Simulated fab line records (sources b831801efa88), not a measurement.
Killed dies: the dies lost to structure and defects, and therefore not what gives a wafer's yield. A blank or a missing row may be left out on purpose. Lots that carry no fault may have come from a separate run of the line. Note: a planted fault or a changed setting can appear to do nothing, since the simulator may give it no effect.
Matching of chambers    flow gf180mcu    GF_MIM_CVD_05 on pecvd-01 has 3 sister chambers
The step deposits Si3N4, target thk 42 nm, time 29.086 s. 6 wafers are shown with their chamber, then 8 later ones without.

WAFERS WITH THEIR CHAMBER
wafer   chamber  heater-power-w (W)  rf-fwd-power-W (W)
L865.4  1        574                 445.8
L867.1  0        937                 441.2
L870.2  2        593                 445.1
L870.4  2        592                 445.7
L870.6  1        617                 443.9
L879.1  0        899                 439.8

WAFERS WITHOUT THEIR CHAMBER
wafer   heater-power-w (W)  rf-fwd-power-W (W)
L879.5  601                 444.1
L879.6  598                 444.1
L880.1  607                 444.3
L880.3  654                 444.5
L880.6  601                 445.8
L883.1  975                 440.1
L883.4  608                 444.0
L883.6  989                 439.9

WHICH CHAMBER EACH ONE RAN IN
wafer   from the rows above      in truth
L879.5  can't be placed: 1 or 2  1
L879.6  can't be placed: 1 or 2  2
L880.1  can't be placed: 1 or 2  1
L880.3  can't be placed: 1 or 2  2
L880.6  can't be placed: 2 or 1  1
L883.1  0                        0
L883.4  can't be placed: 1 or 2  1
L883.6  0                        0
2 of 8 placed correctly. Unplaceable from these rows: 6, with the true chamber sitting among the candidates in 6. Wrongly placed: 0.
How it was worked out, from the rows above alone: a wafer's distance from a chamber is the root of the sum, over the readings, of the square of ((its reading less the chamber's mean) divided by the reading's scatter). The wafer belongs to the nearest chamber; if the next one is less than 2 further off, it can't be placed. The mean given for a chamber averages the wafers shown for that chamber. How the scatter is found: for the shown wafers, subtract from each reading the mean of its chamber, square and add these, divide the total by (wafers less chambers), then take the root.
